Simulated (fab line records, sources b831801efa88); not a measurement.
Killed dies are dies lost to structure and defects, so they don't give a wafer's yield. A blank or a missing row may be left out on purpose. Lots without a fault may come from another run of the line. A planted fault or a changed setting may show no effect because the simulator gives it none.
Chamber matching | flow gf180mcu | GF_PASSIVATION_CVD_02 on pecvd-03: 3 sister chambers
The step deposits Si3N4, target thk 700 nm, time 486.18 s. 6 wafers are shown with their chamber, then 8 later ones without.

WAFERS WITH THEIR CHAMBER
wafer  | chamber | heater_power_w (W)
L083.6 | 1       | 851
L084.2 | 1       | 882
L085.3 | 2       | 564
L085.4 | 0       | 608
L085.6 | 2       | 604
L087.1 | 0       | 680

WAFERS WITHOUT THEIR CHAMBER
wafer  | heater_power_w (W)
L087.4 | 805
L087.5 | 684
L094.2 | 555
L094.5 | 827
L094.6 | 601
L096.1 | 813
L096.2 | 567
L096.6 | 721

WHICH CHAMBER EACH WENT THROUGH
wafer  | from the rows above          | in truth
L087.4 | 1                            | 1
L087.5 | can't be placed: 0 or 2      | 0
L094.2 | can't be placed: 2 or 0      | 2
L094.5 | 1                            | 1
L094.6 | can't be placed: 2 or 0      | 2
L096.1 | 1                            | 1
L096.2 | can't be placed: 2 or 0      | 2
L096.6 | can't be placed: 0 or 2 or 1 | 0
Placed correctly: 3 of 8. Can't be placed from these rows: 5 (the true chamber is among the candidates in 5). Placed wrongly: 0.
How it was worked out, from the rows above alone: a wafer's distance from a chamber is the root of the sum, over the readings, of the square of ((its reading less the chamber's mean) divided by the reading's scatter). The wafer belongs to the nearest chamber; if the next one is less than 2 further off, it can't be placed. A chamber's mean is the mean of its shown wafers. The scatter: the root of (the sum of the squares of (reading less its chamber's mean) over the shown wafers, divided by (wafers less chambers)).
